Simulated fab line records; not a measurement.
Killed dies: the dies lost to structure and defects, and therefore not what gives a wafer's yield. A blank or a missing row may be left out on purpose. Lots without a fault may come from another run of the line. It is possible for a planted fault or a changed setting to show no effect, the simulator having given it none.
fab line records	flow sky130
[record] lots = 11	wafers = 33	last-day = 50
route steps=708 shown VIA2@510 METAL3@533 PAD_OPEN@708
lots that met no fault: taken from a fault-free run of the same line
start-h: the number of hours between the record's first day and the start of the first shown wafer of the lot	wait-h: time in hours since the lot's previous step	" unchanged from the row above	L1.1+2: several wafers, shown together as one row	- either no value or no given start	* or withheld: withheld	< > ~ a bound
route shown NAME@n: NAME is a module with steps in the file, n the number in the route of the first one	usual: mean/standard deviation taken from wafers without a fault	same: alike in all rows	chamber/n: place in a boat	sites: the reading at each site	_std_site: the standard deviation of these	_edge_site: mean of outer sites minus mean of inner sites	radius-mm: for every site, how far away it sits from the centre of the wafer	mask NAME#n: copy n	behind: the most recent tool/chamber to have shaped the wafer	hold: the reason the lot was held/the length of the hold in hours/how it ended	device: names the non-switching transistor (n, p or np)	end of line: at the end of the route, the tests of the same wafers	for a step that has no rows: nothing shown but its recipe	killed: the dies lost at the first sort to structure and to defects; this is not the yield of the wafer	map: shows each die of a wafer: x if killed, . if not, _ if none is there
set.NAME: the setting as run; set.NAME@STEP: as run at that earlier step	model.NAME: the simulator's own value behind a step, which no gauge read
one table for each step of the route and one row for each wafer, over a sample of lots
services: when a tool's chamber went out of use (start-h, in hours from the record's first day, below 0 if earlier), for how many hours, and the reason
[[steps]]
[step SKY_VIA2_BOW_MEAS_03]
[recipe] mode = bow
[usual] VIA2_BOW = 85/6.4
lot.wafer	tool	chamber	start-h	wait-h	VIA2_BOW[um]
L817.2	film-metro-04	-	823.17	0.2	87
L817.3	"	-	"	"	99
L817.4	"	-	"	"	89
L819.2	film-metro-02	-	837.57	0.1	84
L819.3	"	-	"	"	93
L819.6	"	-	"	"	86
L822.2	film-metro-01	-	854.88	0.2	99
L822.4	"	-	"	"	89
L822.6	"	-	"	"	92
L823.3	film-metro-02	-	864.78	0.1	90
L823.5	"	-	"	"	86
L823.6	"	-	"	"	80
L825.1	film-metro-02	-	877.00	0.1	86
L825.3	"	-	"	"	84
L825.6	"	-	"	"	79
L826.1	film-metro-01	-	887.01	0.2	90
L826.2	"	-	"	"	92
L826.6	"	-	"	"	80
L827.1	film-metro-01	-	896.24	0.2	80
L827.3	"	-	"	"	87
L827.6	"	-	"	"	85
L828.1	film-metro-01	-	903.69	0.2	95
L828.4	"	-	"	"	73
L828.6	"	-	"	"	79
L838.4	film-metro-04	-	974.52	0.3	86
L838.5	"	-	"	"	87
L838.6	"	-	"	"	90
L839.1	film-metro-04	-	976.42	0.2	94
L839.2	"	-	"	"	74
L839.3	"	-	"	"	90
L840.3	film-metro-04	-	981.38	0.3	83
L840.5	"	-	"	"	76
L840.6	"	-	"	"	88
[step SKY_VIA2_CD_MEAS_12]
[recipe] target-cd-nm = 200
[usual] cd-nm = 200.0/1.5
lot.wafer	tool	chamber	start-h	wait-h	cd-nm
L817.2	cd-sem-01	-	849.63	-	200.4
L817.3	"	-	"	"	200.2
L817.4	"	-	"	"	200.3
L819.2	cd-sem-01	-	864.08	-	199.8
L819.3	"	-	"	"	200.5
L819.6	"	-	"	"	199.0
L822.2	cd-sem-02	-	881.49	-	198.0
L822.4	"	-	"	"	199.6
L822.6	"	-	"	"	199.7
L823.3	cd-sem-02	-	891.26	-	198.2
L823.5	"	-	"	"	199.0
L823.6	"	-	"	"	197.7
L825.1	cd-sem-02	-	903.22	-	200.1
L825.3	"	-	"	"	199.9
L825.6	"	-	"	"	199.1
L826.1	cd-sem-01	-	913.03	-	200.7
L826.2	"	-	"	"	201.8
L826.6	"	-	"	"	203.3
L827.1	cd-sem-01	-	921.83	-	199.0
L827.3	"	-	"	"	199.3
L827.6	"	-	"	"	198.8
L828.1	cd-sem-02	-	928.88	-	198.4
L828.4	"	-	"	"	200.1
L828.6	"	-	"	"	199.2
L838.4	cd-sem-01	-	998.29	-	201.2
L838.5	"	-	"	"	201.6
L838.6	"	-	"	"	201.7
L839.1	cd-sem-01	-	999.76	-	201.8
L839.2	"	-	"	"	201.4
L839.3	"	-	"	"	201.5
L840.3	cd-sem-02	-	1004.07	-	201.7
L840.5	"	-	"	"	202.7
L840.6	"	-	"	"	200.9
[step SKY_VIA2_ETCH_15]
[recipe] target = SiO2	chemistry = C4F8/O2/Ar	target-depth-nm = 546	stop-on = TiN	mask-material = KrF-thick	source-w = 1500	bias-w = 1200	pressure-mtorr = 40	c4f8-flow-sccm = withheld	O2_flow_sccm = 6	Ar_flow_sccm = 300	time-s = 84
[usual] oes-product-au = 0.940/0.0046
lot.wafer	tool	chamber	start-h	wait-h	oes-product-au	rf-hours-counter-h
L817.2	rie-diel-01	2	849.81	0.0	0.941	8
L817.3	"	1	"	"	0.936	7
L817.4	"	2	"	"	0.930	-
L819.2	rie-diel-02	3	864.26	0.0	0.940	16
L819.3	"	2	"	"	0.943	16
L819.6	"	3	"	"	0.941	-
L822.2	rie-diel-01	2	881.67	0.0	0.936	9
L822.4	"	3	"	"	0.938	0
L822.6	"	1	"	"	0.942	-
L823.3	rie-diel-02	2	891.42	0.0	0.937	17
L823.5	"	1	"	"	0.942	-
L823.6	"	0	"	"	0.946	-
L825.1	rie-diel-01	0	903.42	0.0	0.933	6
L825.3	"	3	"	"	0.939	1
L825.6	"	1	"	"	0.941	-
L826.1	rie-diel-02	0	913.23	0.0	0.938	16
L826.2	"	2	"	"	0.940	18
L826.6	"	2	"	"	0.947	-
L827.1	rie-diel-04	2	922.03	0.0	0.925	11
L827.3	"	3	"	"	0.945	25
L827.6	"	3	"	"	0.938	-
L828.1	rie-diel-04	3	929.08	0.0	0.942	26
L828.4	"	1	"	"	0.944	5
L828.6	"	2	"	"	0.941	-
L838.4	rie-diel-02	3	998.43	0.0	0.942	21
L838.5	"	0	"	"	0.950	-
L838.6	"	1	"	"	0.938	-
L839.1	rie-diel-04	0	999.96	0.0	0.935	13
L839.2	"	2	"	"	0.946	14
L839.3	"	1	"	"	0.947	6
L840.3	rie-diel-04	1	1004.23	0.0	0.928	6
L840.5	"	3	"	"	0.943	-
L840.6	"	2	"	"	0.941	-
[step SKY_VIA2_STRIP_16]
[recipe] chemistry = O2/N2	power-w = 1400	pressure-mtorr = 1500	platen-temp-c = withheld	o2-flow-sccm = 3000	n2-flow-sccm = 300	overash-fraction = 0.5
[usual] drypump-motor-current-A = 6.0/0.55	oes-product-au = 0.399/0.0051	strip-time-to-endpoint-s = 4.05/0.041
lot.wafer	tool	chamber	start-h	wait-h	drypump-motor-current-A	oes-product-au	rf-hours-counter-h	strip-time-to-endpoint-s
L817.2	plasma-asher-02	1	849.87	0.0	5.5	0.397	41	4.10
L817.3	"	1	"	"	5.5	0.401	-	4.06
L817.4	"	0	"	"	6.8	0.405	-	4.12
L819.2	plasma-asher-02	1	864.32	0.0	5.5	0.389	43	4.02
L819.3	"	1	"	"	5.5	0.394	-	3.98
L819.6	"	0	"	"	6.7	0.402	-	4.04
L822.2	plasma-asher-02	1	881.73	0.0	5.5	0.394	45	4.13
L822.4	"	1	"	"	5.5	0.400	-	4.06
L822.6	"	1	"	"	5.6	0.398	-	4.04
L823.3	plasma-asher-01	0	891.51	0.1	5.4	0.402	-	4.03
L823.5	"	1	"	"	6.4	0.400	-	4.09
L823.6	"	0	"	"	5.4	0.402	-	4.06
L825.1	plasma-asher-03	0	903.48	0.0	5.8	0.392	16	4.02
L825.3	"	0	"	"	5.8	0.399	-	4.07
L825.6	"	1	"	"	5.6	0.400	-	4.04
L826.1	plasma-asher-02	0	913.29	0.0	6.8	0.407	48	4.05
L826.2	"	1	"	"	5.5	0.402	48	4.02
L826.6	"	1	"	"	5.5	0.396	-	4.02
L827.1	plasma-asher-01	1	922.09	0.0	6.4	0.401	82	4.01
L827.3	"	1	"	"	6.4	0.402	-	4.04
L827.6	"	0	"	"	5.4	0.403	-	4.06
L828.1	plasma-asher-02	1	929.14	0.0	5.5	0.402	50	4.08
L828.4	"	1	"	"	5.5	0.402	-	4.07
L828.6	"	0	"	"	6.8	0.396	-	4.02
L838.4	plasma-asher-01	0	998.53	0.1	5.4	0.364	-	3.38
L838.5	"	0	"	"	5.4	0.399	-	4.06
L838.6	"	1	"	"	6.4	0.405	-	4.07
L839.1	plasma-asher-01	0	1000.03	0.0	5.4	0.398	90	4.11
L839.2	"	1	"	"	6.4	0.397	90	4.00
L839.3	"	1	"	"	6.4	0.396	-	4.05
L840.3	plasma-asher-01	1	1004.33	0.1	6.4	0.395	-	4.05
L840.5	"	0	"	"	5.4	0.401	-	4.07
L840.6	"	1	"	"	6.4	0.382	-	3.99
[step SKY_METAL3_SPUTTER_01]
[recipe] material = TiN	target-thk-nm = 20	power-w = 6500	time-s = 16.7	chamber-pressure-pa = 0.4
[usual] throttle-valve-pct = 30.2/1.2
lot.wafer	tool	chamber	start-h	wait-h	throttle-valve-pct
L817.2	pvd-sputter-03	-	851.21	0.0	30.7
L817.3	"	-	"	"	30.2
L817.4	"	-	"	"	29.9
L819.2	pvd-sputter-01	-	865.72	0.0	31.4
L819.3	"	-	"	"	29.3
L819.6	"	-	"	"	29.8
L822.2	pvd-sputter-03	-	883.17	0.0	30.6
L822.4	"	-	"	"	30.5
L822.6	"	-	"	"	30.0
L823.3	pvd-sputter-01	-	892.97	0.0	30.6
L823.5	"	-	"	"	30.6
L823.6	"	-	"	"	29.8
L825.1	pvd-sputter-01	-	904.93	0.0	27.9
L825.3	"	-	"	"	29.6
L825.6	"	-	"	"	29.7
L826.1	pvd-sputter-03	-	914.58	0.0	30.8
L826.2	"	-	"	"	32.6
L826.6	"	-	"	"	29.9
L827.1	pvd-sputter-01	-	923.39	0.0	31.4
L827.3	"	-	"	"	30.9
L827.6	"	-	"	"	31.5
L828.1	pvd-sputter-03	-	930.47	0.0	29.7
L828.4	"	-	"	"	30.2
L828.6	"	-	"	"	30.0
L838.4	pvd-sputter-01	-	999.82	0.0	30.3
L838.5	"	-	"	"	30.5
L838.6	"	-	"	"	29.6
L839.1	pvd-sputter-02	-	1001.41	0.0	29.3
L839.2	"	-	"	"	30.7
L839.3	"	-	"	"	28.7
L840.3	pvd-sputter-03	-	1005.61	0.0	29.9
L840.5	"	-	"	"	32.6
L840.6	"	-	"	"	30.2
[step SKY_PAD_OPEN_PROBE_99]
[usual] defect-limited-yield = 82.3/1.7	killed_at_M0_to_M3 = 43/6.8	killed_at_M4_up = 3.3/1.8	killed-at-contacts = 25/5.9	killed-at-front-end = 16/4.2	killed-at-other = 0.3/0.69	killed-dies = 87/8.6	killed-open = 48/6.3	killed-short = 39/5.3	sort_bin_3_pad_short = 0.9/0.38	sort_bin_5_function = 10.5/1.4	sort_bin_6_memory = 6.4/1.1	sort-n-pass = 405/8.6	sort-yield-pct = 82.3/1.7
[same] gross-dies = 492	killed-at-back-side = 0	sort_bin_4_leakage[%] = 0	sort_bin_8_speed[%] = 0
lot.wafer	tool	chamber	start-h	wait-h	defect-limited-yield[%]	killed_at_M0_to_M3	killed_at_M4_up	killed-at-contacts	killed-at-front-end	killed-at-other	killed-dies	killed-open	killed-short	sort_bin_3_pad_short[%]	sort_bin_5_function[%]	sort_bin_6_memory[%]	sort-n-pass	sort-yield-pct[%]
L819.2	prober-02	-	1090.80	0.1	83.7	46	4	17	13	0	80	38	41	0.8	10.2	5.3	412	83.7
L819.3	prober-02	-	1090.85	0.2	83.3	37	2	31	12	0	82	52	29	1.6	9.3	5.7	410	83.3
L819.6	prober-02	-	1091.00	0.2	82.7	39	3	25	18	0	85	47	37	0.4	11.0	5.9	407	82.7
L822.2	prober-02	-	1102.10	0.1	83.3	45	2	23	12	0	82	46	36	1.4	10.0	5.3	410	83.3
L822.4	prober-02	-	1102.20	0.2	78.9	53	8	34	9	0	104	59	45	1.2	10.2	9.8	388	78.9
L822.6	prober-02	-	1102.30	0.2	84.6	37	2	25	11	1	76	39	36	0.6	10.8	4.1	416	84.6
L823.3	prober-01	-	1114.95	0.2	81.5	48	4	24	15	0	91	41	49	1.0	10.4	7.1	401	81.5
L823.5	prober-01	-	1115.05	0.2	87.4	32	1	20	9	0	62	33	29	0.8	6.7	5.1	430	87.4
L823.6	prober-01	-	1115.10	0.2	79.5	43	2	28	26	2	101	59	41	0.8	12.4	7.3	391	79.5
L825.1	prober-01	-	1118.30	0.1	83.7	45	3	20	12	0	80	44	36	1.6	11.0	3.7	412	83.7
L825.3	prober-01	-	1118.40	0.2	82.1	47	0	25	16	0	88	48	40	1.2	11.0	5.7	404	82.1
L825.6	prober-01	-	1118.55	0.2	82.3	37	2	29	19	0	87	50	37	1.2	11.4	5.1	405	82.3
L826.1	prober-02	-	1124.54	0.1	79.7	51	4	25	20	0	100	45	54	0.8	11.6	7.9	392	79.7
L826.2	prober-02	-	1124.59	0.1	81.3	58	3	17	12	2	92	47	44	1.0	12.2	5.5	400	81.3
L826.6	prober-02	-	1124.79	0.2	81.5	35	4	33	17	2	91	53	35	1.6	10.4	6.5	401	81.5
L827.1	prober-01	-	1134.89	0.1	82.9	41	8	22	12	1	84	48	36	0.6	8.5	7.9	408	82.9
L827.3	prober-01	-	1134.99	0.2	81.7	52	6	19	13	0	90	49	41	1.4	12.2	4.7	402	81.7
L827.6	prober-01	-	1135.14	0.2	83.3	52	2	14	14	0	82	50	32	0.8	8.3	7.5	410	83.3
L839.1	prober-02	-	1191.94	0.1	79.3	40	4	25	30	3	102	51	48	1.0	12.4	7.3	390	79.3
L839.2	prober-02	-	1191.99	0.1	79.3	50	2	34	16	0	102	53	48	0.8	12.8	7.1	390	79.3
L839.3	prober-02	-	1192.04	0.2	77.8	52	2	35	20	0	109	59	50	1.4	13.8	6.9	383	77.8
L840.3	prober-02	-	1194.46	0.2	81.7	46	2	28	14	0	90	52	38	0.4	11.4	6.5	402	81.7
L840.5	prober-02	-	1194.56	0.2	82.1	41	2	29	16	0	88	53	35	0.4	10.4	7.1	404	82.1
L840.6	prober-02	-	1194.61	0.2	84.6	46	1	14	14	1	76	45	31	0.8	9.3	5.3	416	84.6
// killed by level:class
L819.2 VIA3:geometric-particle:open=8 METAL1:geometric-particle:short=8 VIA1:geometric-particle:short=6 METAL2:geometric-particle:short=6 LI_CONTACT:geometric-particle:open=5 CONTACT:geometric-particle:open=5 VIA1:geometric-particle:open=5 METAL2:geometric-particle:open=4
L819.3 CONTACT:geometric-particle:open=15 VIA1:geometric-particle:open=12 VIA2:geometric-particle:open=7 VIA3:geometric-particle:open=6 LI_CONTACT:geometric-particle:open=5 FIELD_ISO:geometric-particle:short=4 METAL1:geometric-particle:short=4 VIA1:geometric-particle:short=4
L819.6 VIA2:geometric-particle:open=9 LI_CONTACT:geometric-particle:open=8 CONTACT:geometric-particle:open=8 VIA1:geometric-particle:open=8 FIELD_ISO:geometric-particle:short=5 LOCAL_INTERCONNECT:geometric-particle:short=5 METAL1:geometric-particle:short=5 FIELD_ISO:geometric-particle:open=4
L822.2 VIA1:geometric-particle:open=14 VIA3:geometric-particle:open=9 LI_CONTACT:geometric-particle:open=6 LOCAL_INTERCONNECT:geometric-particle:short=6 CONTACT:geometric-particle:open=6 LI_CONTACT:geometric-particle:short=4 METAL1:geometric-particle:short=4 VIA3:geometric-particle:short=4
L822.4 VIA1:geometric-particle:open=14 LI_CONTACT:geometric-particle:open=11 CONTACT:geometric-particle:open=9 CONTACT:geometric-particle:short=8 VIA2:geometric-particle:open=8 METAL2:geometric-particle:short=6 METAL1:geometric-particle:short=5 VIA1:geometric-particle:short=5
L822.6 CONTACT:geometric-particle:open=10 METAL2:geometric-particle:short=7 LI_CONTACT:geometric-particle:open=6 FIELD_ISO:geometric-particle:open=5 VIA1:geometric-particle:open=5 VIA3:geometric-particle:open=5 LOCAL_INTERCONNECT:geometric-particle:short=4 METAL1:geometric-particle:short=4
L823.3 CONTACT:geometric-particle:open=9 VIA2:geometric-particle:open=9 METAL2:geometric-particle:short=8 VIA3:geometric-particle:open=8 CONTACT:geometric-particle:short=7 METAL1:geometric-particle:short=7 VIA1:geometric-particle:short=6 LI_CONTACT:geometric-particle:open=6
L823.5 VIA1:geometric-particle:open=8 LI_CONTACT:geometric-particle:open=6 VIA1:geometric-particle:short=5 LOCAL_INTERCONNECT:geometric-particle:short=4 CONTACT:geometric-particle:open=4 METAL1:geometric-particle:short=4 POLY_GATE:geometric-particle:short=3 LI_CONTACT:geometric-particle:short=3
L823.6 FIELD_ISO:geometric-particle:open=10 LI_CONTACT:geometric-particle:open=10 VIA1:geometric-particle:open=9 CONTACT:geometric-particle:open=8 METAL1:geometric-particle:short=7 CONTACT:geometric-particle:short=6 METAL2:geometric-particle:short=6 VIA3:geometric-particle:open=6
L825.1 CONTACT:geometric-particle:open=12 VIA1:geometric-particle:short=8 VIA1:geometric-particle:open=8 METAL2:geometric-particle:short=8 VIA2:geometric-particle:open=6 LI_CONTACT:geometric-particle:open=4 METAL1:geometric-particle:short=4 POLY_GATE:geometric-particle:short=3
L825.3 CONTACT:geometric-particle:open=10 VIA2:geometric-particle:open=9 VIA3:geometric-particle:open=7 METAL1:geometric-particle:short=7 VIA1:geometric-particle:short=6 METAL2:geometric-particle:short=6 POLY_GATE:geometric-particle:short=5 LI_CONTACT:geometric-particle:open=5
L825.6 CONTACT:geometric-particle:open=13 VIA1:geometric-particle:open=7 LI_CONTACT:geometric-particle:open=6 FIELD_ISO:geometric-particle:open=4 POLY_GATE:geometric-particle:open=4 POLY_GATE:geometric-particle:short=4 CONTACT:geometric-particle:short=4 VIA3:geometric-particle:open=4
L826.1 VIA1:geometric-particle:open=11 METAL1:geometric-particle:short=8 VIA1:geometric-particle:short=8 CONTACT:geometric-particle:short=7 VIA3:geometric-particle:open=7 POLY_GATE:geometric-particle:open=6 LOCAL_INTERCONNECT:geometric-particle:short=6 CONTACT:geometric-particle:open=6
L826.2 VIA1:geometric-particle:open=9 VIA2:geometric-particle:open=9 VIA2:geometric-particle:short=8 VIA1:geometric-particle:short=8 LI_CONTACT:geometric-particle:open=7 VIA3:geometric-particle:open=7 METAL1:geometric-particle:short=6 METAL2:geometric-particle:short=4
L826.6 CONTACT:geometric-particle:open=16 VIA3:geometric-particle:open=7 LI_CONTACT:geometric-particle:open=7 CONTACT:geometric-particle:short=6 METAL1:geometric-particle:short=6 VIA1:geometric-particle:open=6 FIELD_ISO:geometric-particle:short=5 VIA2:geometric-particle:open=5
L827.1 VIA1:geometric-particle:open=9 CONTACT:geometric-particle:open=9 METAL4:geometric-particle:short=7 FIELD_ISO:geometric-particle:open=5 VIA2:geometric-particle:open=5 VIA3:geometric-particle:open=5 LI_CONTACT:geometric-particle:short=4 LI_CONTACT:geometric-particle:open=4
L827.3 VIA2:geometric-particle:open=14 METAL2:geometric-particle:short=10 POLY_GATE:geometric-particle:open=7 METAL1:geometric-particle:short=7 LI_CONTACT:geometric-particle:open=6 VIA1:geometric-particle:open=6 CONTACT:geometric-particle:open=6 LI_CONTACT:geometric-particle:short=4
L827.6 CONTACT:geometric-particle:open=8 VIA2:geometric-particle:open=8 VIA1:geometric-particle:open=7 VIA1:geometric-particle:short=7 VIA3:geometric-particle:open=7 METAL1:geometric-particle:short=5 POLY_GATE:geometric-particle:short=4 POLY_GATE:geometric-particle:open=4
L839.1 CONTACT:geometric-particle:open=12 FIELD_ISO:geometric-particle:short=10 POLY_GATE:geometric-particle:short=8 VIA1:geometric-particle:open=8 VIA3:geometric-particle:open=6 METAL2:geometric-particle:short=5 POLY_GATE:geometric-particle:open=5 LI_CONTACT:geometric-particle:open=5
L839.2 CONTACT:geometric-particle:open=12 LOCAL_INTERCONNECT:geometric-particle:short=9 VIA2:geometric-particle:open=9 VIA3:geometric-particle:open=8 LI_CONTACT:geometric-particle:open=7 METAL2:geometric-particle:short=7 METAL1:geometric-particle:short=6 FIELD_ISO:geometric-particle:open=5
L839.3 VIA1:geometric-particle:open=18 CONTACT:geometric-particle:open=11 LI_CONTACT:geometric-particle:open=9 LOCAL_INTERCONNECT:geometric-particle:short=7 VIA2:geometric-particle:open=7 VIA1:geometric-particle:short=6 FIELD_ISO:geometric-particle:short=5 CONTACT:geometric-particle:short=5
L840.3 CONTACT:geometric-particle:open=19 VIA1:geometric-particle:open=10 METAL3:geometric-particle:short=8 VIA2:geometric-particle:open=7 POLY_GATE:geometric-particle:short=5 VIA1:geometric-particle:short=5 VIA3:geometric-particle:open=5 METAL1:geometric-particle:short=4
L840.5 CONTACT:geometric-particle:open=11 VIA1:geometric-particle:open=9 LI_CONTACT:geometric-particle:open=8 VIA2:geometric-particle:open=7 VIA3:geometric-particle:open=7 METAL2:geometric-particle:short=5 CONTACT:geometric-particle:short=5 FIELD_ISO:geometric-particle:short=4
L840.6 VIA1:geometric-particle:open=11 VIA2:geometric-particle:open=8 VIA3:geometric-particle:open=8 POLY_GATE:geometric-particle:open=5 CONTACT:geometric-particle:open=5 VIA1:geometric-particle:short=5 METAL2:geometric-particle:short=4 METAL3:geometric-particle:short=4
[[services]]
tool	chamber	start-h	hours	kind
rie-diel-04	2	835.31	5.4	repair
rie-diel-02	2	854.72	8.8	repair
plasma-asher-01	-	858.51	0.8	repair
plasma-asher-01	-	866.78	2.3	repair
pvd-sputter-03	1	868.73	-	consumable-replace:kit
pvd-sputter-03	1	868.73	18.0	scheduled-down
pvd-sputter-03	1	868.73	18.0	vent-cycle
rie-diel-02	-	871.26	2.8	pm
rie-diel-01	-	888.69	14.6	pm
rie-diel-02	1	892.19	8.5	repair
pvd-sputter-03	-	905.08	4.4	repair
rie-diel-01	3	910.61	9.8	repair
rie-diel-01	1	918.44	27.8	repair
pvd-sputter-03	-	922.13	2.1	repair
pvd-sputter-01	1	923.52	-	consumable-replace:kit
pvd-sputter-01	1	923.52	18.0	scheduled-down
pvd-sputter-01	1	923.52	18.0	vent-cycle
rie-diel-04	-	940.99	1.1	repair
rie-diel-01	2	949.64	21.7	repair
plasma-asher-02	-	949.92	2.8	pm
plasma-asher-01	-	951.16	2.2	repair
rie-diel-04	1	951.36	3.5	repair
rie-diel-01	1	957.21	3.2	repair
plasma-asher-03	-	981.30	34.6	repair
[[key]]
[first-sign] step = SKY_VIA2_STRIP_16	reading = strip-time-to-endpoint-s	direction = down	sigmas = 17	usual = *	struck = *
[effect] step = SKY_VIA2_STRIP_16	reading = oes-product-au	direction = down	sigmas = 6.9	usual = 0.399	struck = 0.364
met-at SKY_VIA2_ETCH_15
struck-lots L838
struck-wafers L838.4
not-acting-at SKY_VIA2_BOW_MEAS_03,SKY_VIA2_CD_MEAS_12,SKY_METAL3_SPUTTER_01
onset-between 913.23 998.43
[fault] kind = process-parameter-drift	tool = rie-diel-02	chamber = -	onset-h = 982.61	steps = SKY_VIA2_ETCH_15	channel = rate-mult	offset = 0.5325	shape = step	end-h = 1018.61	scope = struck-wafers-only
